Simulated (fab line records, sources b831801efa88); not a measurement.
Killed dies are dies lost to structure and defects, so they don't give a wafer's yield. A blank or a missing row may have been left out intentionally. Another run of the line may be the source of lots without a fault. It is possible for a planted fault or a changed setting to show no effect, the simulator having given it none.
Chamber matching :: flow gf180mcu :: GF_V3_ETCH_16 on rie diel-02 has 4 sister chambers
The step etches BARC in N2/H2. 18 wafers are shown with their chamber, then 9 later ones without.

WAFERS, EACH WITH ITS CHAMBER
wafer: L075.2
chamber: 3
drypump motor current A (A): 6.4
oes product au (a.u.): 0.859
throttle valve pct (%): 13.221

wafer: L075.3
chamber: 1
drypump motor current A (A): 5.5
oes product au (a.u.): 0.848
throttle valve pct (%): 13.215

wafer: L075.6
chamber: 3
drypump motor current A (A): 6.4
oes product au (a.u.): 0.851
throttle valve pct (%): 13.217

wafer: L078.1
chamber: 0
drypump motor current A (A): 6.4
oes product au (a.u.): 0.862
throttle valve pct (%): 13.229

wafer: L078.2
chamber: 3
drypump motor current A (A): 6.4
oes product au (a.u.): 0.858
throttle valve pct (%): 13.222

wafer: L078.5
chamber: 3
drypump motor current A (A): 6.4
oes product au (a.u.): 0.855
throttle valve pct (%): 13.229

wafer: L079.3
chamber: 0
drypump motor current A (A): 6.4
oes product au (a.u.): 0.851
throttle valve pct (%): 13.229

wafer: L079.5
chamber: 1
drypump motor current A (A): 5.5
oes product au (a.u.): 0.858
throttle valve pct (%): 13.222

wafer: L079.6
chamber: 2
drypump motor current A (A): 6.4
oes product au (a.u.): 0.850
throttle valve pct (%): 13.216

wafer: L083.4
chamber: 3
drypump motor current A (A): 6.3
oes product au (a.u.): 0.858
throttle valve pct (%): 13.222

wafer: L083.5
chamber: 0
drypump motor current A (A): 6.3
oes product au (a.u.): 0.866
throttle valve pct (%): 13.229

wafer: L083.6
chamber: 1
drypump motor current A (A): 5.5
oes product au (a.u.): 0.856
throttle valve pct (%): 13.216

wafer: L084.1
chamber: 1
drypump motor current A (A): 5.5
oes product au (a.u.): 0.848
throttle valve pct (%): 13.227

wafer: L084.4
chamber: 3
drypump motor current A (A): 6.4
oes product au (a.u.): 0.849
throttle valve pct (%): 13.222

wafer: L084.5
chamber: 0
drypump motor current A (A): 6.4
oes product au (a.u.): 0.853
throttle valve pct (%): 13.228

wafer: L092.3
chamber: 0
drypump motor current A (A): 6.3
oes product au (a.u.): 0.856
throttle valve pct (%): 13.230

wafer: L092.5
chamber: 2
drypump motor current A (A): 6.5
oes product au (a.u.): 0.849
throttle valve pct (%): 13.243

wafer: L092.6
chamber: 1
drypump motor current A (A): 5.5
oes product au (a.u.): 0.853
throttle valve pct (%): 13.220

SIGNATURES, as means of the wafers listed above
reading: drypump motor current A
chamber 0: 6.360
chamber 1: 5.500
chamber 2: 6.450
chamber 3: 6.383
scatter within a chamber: 0.0425

reading: oes product au
chamber 0: 0.85760
chamber 1: 0.85260
chamber 2: 0.84950
chamber 3: 0.85500
scatter within a chamber: 0.00483

reading: throttle valve pct
chamber 0: 13.22900
chamber 1: 13.22000
chamber 2: 13.22950
chamber 3: 13.22217
scatter within a chamber: 0.00618
Rule: a wafer lies at a distance from a chamber equal to the root of the sum of squares, over the readings, of (its reading less the chamber's mean, divided by the reading's scatter). The wafer belongs to the nearest chamber; if the next one is less than 2 further off, it can't be placed. The scatter is the square root of a quotient: the sum, over the shown wafers, of each reading's squared deviation from its chamber's mean, divided by wafers minus chambers.

WAFERS WITH NO CHAMBER GIVEN
wafer: L095.1
drypump motor current A (A): 5.5
oes product au (a.u.): 0.856
throttle valve pct (%): 13.221

wafer: L095.3
drypump motor current A (A): 6.4
oes product au (a.u.): 0.847
throttle valve pct (%): 13.231

wafer: L095.5
drypump motor current A (A): 6.4
oes product au (a.u.): 0.861
throttle valve pct (%): 13.216

wafer: L096.1
drypump motor current A (A): 6.4
oes product au (a.u.): 0.855
throttle valve pct (%): 13.221

wafer: L096.3
drypump motor current A (A): 5.5
oes product au (a.u.): 0.860
throttle valve pct (%): 13.206

wafer: L096.5
drypump motor current A (A): 6.4
oes product au (a.u.): 0.853
throttle valve pct (%): 13.222

wafer: L097.2
drypump motor current A (A): 5.5
oes product au (a.u.): 0.859
throttle valve pct (%): 13.227

wafer: L097.3
drypump motor current A (A): 6.4
oes product au (a.u.): 0.850
throttle valve pct (%): 13.232

wafer: L097.5
drypump motor current A (A): 5.5
oes product au (a.u.): 0.861
throttle valve pct (%): 13.211

EACH ONE'S CHAMBER
wafer: L095.1
from the rows above: 1
in truth: 1

wafer: L095.3
from the rows above: can't be placed: 2 or 3 or 0
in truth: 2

wafer: L095.5
from the rows above: can't be placed: 3 or 0 or 2
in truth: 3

wafer: L096.1
from the rows above: can't be placed: 3 or 0 or 2
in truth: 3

wafer: L096.3
from the rows above: 1
in truth: 1

wafer: L096.5
from the rows above: can't be placed: 3 or 0 or 2
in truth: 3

wafer: L097.2
from the rows above: 1
in truth: 1

wafer: L097.3
from the rows above: can't be placed: 2 or 0 or 3
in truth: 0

wafer: L097.5
from the rows above: 1
in truth: 1
4 of 9 placed correctly. Cannot be placed on the basis of these rows: 5; the candidates contain the true chamber in 5. Number placed wrongly: 0.
